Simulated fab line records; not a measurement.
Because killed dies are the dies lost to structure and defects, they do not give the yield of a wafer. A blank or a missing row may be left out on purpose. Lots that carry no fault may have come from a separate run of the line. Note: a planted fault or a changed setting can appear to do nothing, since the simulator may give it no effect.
Comparing a struck lot with a sound one / flow gf180mcu / 27 steps out of a route of 602
Sound: the wafers L228.2, L228.3, L228.4. Wafers L224.4, L224.5, L224.6 were the ones struck. The cause comes at the end.
Each step with rows lists, per side, the tool, then ch with its chambers, then its first start. Under that, the readings that differ: sound wafers / struck wafers / difference of the means / sigmas: that difference in standard deviations of wafers without a fault.
alike: same words and numbers on both sides, and readings whose means sit less than 2 such deviations apart. not compared: any withheld reading, any reading some wafer has no value for, any bound like >300 that may hide the same value, and any number with overlapping values for which the record gives no deviation.
A row with sigmas, a row that says differs or no value, or rows on one side alone: a step with any of these is where the two part. When numbers do not overlap yet have no deviation, they are printed without sigmas and do not part them. A reading that every wafer of one side lacks parts them only if that side has two wafers or more.

GF_DNWELL_STRIP_08: strips in O2/N2.
  sound on plasma_asher-01 ch 0,1, day 5 19:59; struck on plasma_asher-03 ch 0,1, day 5 02:14
  alike: chamber_pressure_mTorr, drypump_motor_current_A, heater_power_w, oes_product_au, strip_time_to_endpoint_s
  not compared: rf_hours_counter_h
GF_DNWELL_TW_MEAS_09:
  sound on film_metro-01, day 5 20:05; struck on film_metro-01, day 5 02:20
  alike: DNWELL_TW
then, 7 steps without rows for these wafers: GF_NWELL_DEHYDRATE_00 (time 60 s); GF_NWELL_HMDS_01 (prime time 60 s); GF_NWELL_COAT_02 (resist thk 3000 nm); GF_NWELL_SOFTBAKE_03; GF_NWELL_EXPOSE_04 (exposes mask Nwell, target cd 860 nm); GF_NWELL_PEB_05; GF_NWELL_DEVELOP_06 (develop time 60 s).
GF_NWELL_OVL_MEAS_07:
  sound on overlay-02, day 6 10:47; struck on overlay-02, day 5 15:53
  alike: NWELL_OVL
then, 2 steps without rows for these wafers: GF_NWELL_IMPLANT_08; GF_NWELL_IMPLANT_09.
GF_NWELL_STRIP_10: strips in O2/N2.
  sound on plasma_asher-02 ch 0,1, day 6 11:07; struck on plasma_asher-01 ch 0,1, day 5 16:14
  no value came back on the struck wafers for any of 5 readings (chamber_pressure_mTorr (mTorr), drypump_motor_current_A (A) and others); on the sound wafers chamber_pressure_mTorr (mTorr) reads 1499.1 1498.6 1497.0
reading=model.coat_of_NWELL_COAT_02.thk_nm (nm); sound=0 0 0; struck=3007 3001 3001; difference=+3003; sigmas=
  not compared: rf_hours_counter_h
GF_NWELL_TW_MEAS_11:
  sound on film_metro-04, day 6 11:13; struck on film_metro-01, day 5 16:20
  alike: NWELL_TW
then, 7 steps without rows for these wafers: GF_LVPWELL_DEHYDRATE_00 (time 60 s); GF_LVPWELL_HMDS_01 (prime time 60 s); GF_LVPWELL_COAT_02 (resist thk 3000 nm); GF_LVPWELL_SOFTBAKE_03; GF_LVPWELL_EXPOSE_04 (exposes mask LVPWELL, target cd 600 nm); GF_LVPWELL_PEB_05; GF_LVPWELL_DEVELOP_06 (develop time 60 s).
GF_LVPWELL_OVL_MEAS_07:
  sound on overlay-02, day 7 01:52; struck on overlay-01, day 6 05:44
  alike: LVPWELL_OVL
then, 2 steps without rows for these wafers: GF_LVPWELL_IMPLANT_08; GF_LVPWELL_IMPLANT_09.
GF_LVPWELL_STRIP_10: strips in O2/N2.
  sound on plasma_asher-02 ch 0,1, day 7 02:12; struck on plasma_asher-02 ch 0,1, day 6 06:05
reading=oes_product_au (a.u.); sound=0.729 0.712 0.727; struck=0.741 0.736 0.741; difference=+0.017; sigmas=+4
reading=strip_time_to_endpoint_s (s); sound=37.00 36.95 36.88; struck=81.24 81.18 81.21; difference=+44.27; sigmas=+99 or more
  alike: chamber_pressure_mTorr, drypump_motor_current_A, heater_power_w
  not compared: rf_hours_counter_h
GF_LVPWELL_TW_MEAS_11:
  sound on film_metro-02, day 7 02:19; struck on film_metro-02, day 6 06:11
reading=LVPWELL_TW; sound=565 559 559; struck=30 30 30; difference=-531; sigmas=-48
then, 1 step without rows for these wafers: GF_MVSD_DEHYDRATE_00 (time 60 s).

WHERE THEY PART
Last at GF_LVPWELL_TW_MEAS_11 as far as this record goes, first at GF_NWELL_STRIP_10.

WHY: whatever the simulator had introduced
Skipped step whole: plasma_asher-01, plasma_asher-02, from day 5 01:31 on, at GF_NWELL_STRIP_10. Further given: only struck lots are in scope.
